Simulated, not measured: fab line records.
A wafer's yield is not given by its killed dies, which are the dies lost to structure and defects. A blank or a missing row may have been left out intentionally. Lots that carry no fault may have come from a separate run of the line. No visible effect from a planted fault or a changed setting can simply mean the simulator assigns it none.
2 desks, one fault -- flow gf180mcu -- only its own numbers are on each desk; what lay behind them is given at the end

AT THE METROLOGY DESK
Means of the sampled wafers that have a number, per lot and without regard to the tool the lot ran on: this is what the gauges read. If a lot's mean is further than 4 standard deviations from the usual mean, the lot is out of limits and carries the mark OUT (the distance appears in the brackets).
Columns: A = PASSIVATION_BOW at GF_PASSIVATION_BOW_MEAS_14, usual 139 um
lot,first seen here,A
L785,day 29 09:59,131
L788,day 30 04:39,141
L789,day 30 16:31,148
L791,day 31 06:25,132
L792,day 31 07:53,145
L793,day 31 17:25,116
L794,day 31 23:34,136
L795,day 32 06:39,131
L796,day 32 09:26,136
L804,day 34 05:03,137
L805,day 34 11:11,119
L806,day 34 16:48,145
L807,day 35 03:44,157
Finding of this desk: none of the 13 lots has anything out of limits.

TOOL OWNER'S DESK, cmp-01
The tool's own readings at GF_V1_CMP_04 (polishes SiO2): means of the sampled wafers that have a number, for each lot that ran on this tool. If a lot's mean is further than 4 standard deviations from the usual mean, the lot is out of limits and carries the mark OUT (the distance appears in the brackets).
Columns: A = motor current A at GF_V1_CMP_04, usual 12.1 A; B = time to endpoint s at GF_V1_CMP_04, usual 78 s
lot,first seen here,A,B
L789,day 19 06:13,11.8,78
L791,day 19 22:34,11.7,81
L792,day 20 03:02,11.7,81
L793,day 20 15:22,12.1,75
L794,day 20 23:56,11.6,82
L796,day 21 15:22,12.0,73
L804,day 24 05:04,12.0,76
L805,day 24 13:02,11.7,78
L807,day 25 13:49,12.0,78
Finding of this desk: none of the 9 lots has anything out of limits.

ALL TOGETHER
The metrology desk saw nothing out of limits.
The desk of the tool owner found nothing out of limits.

WHAT THE SIMULATOR PUT IN
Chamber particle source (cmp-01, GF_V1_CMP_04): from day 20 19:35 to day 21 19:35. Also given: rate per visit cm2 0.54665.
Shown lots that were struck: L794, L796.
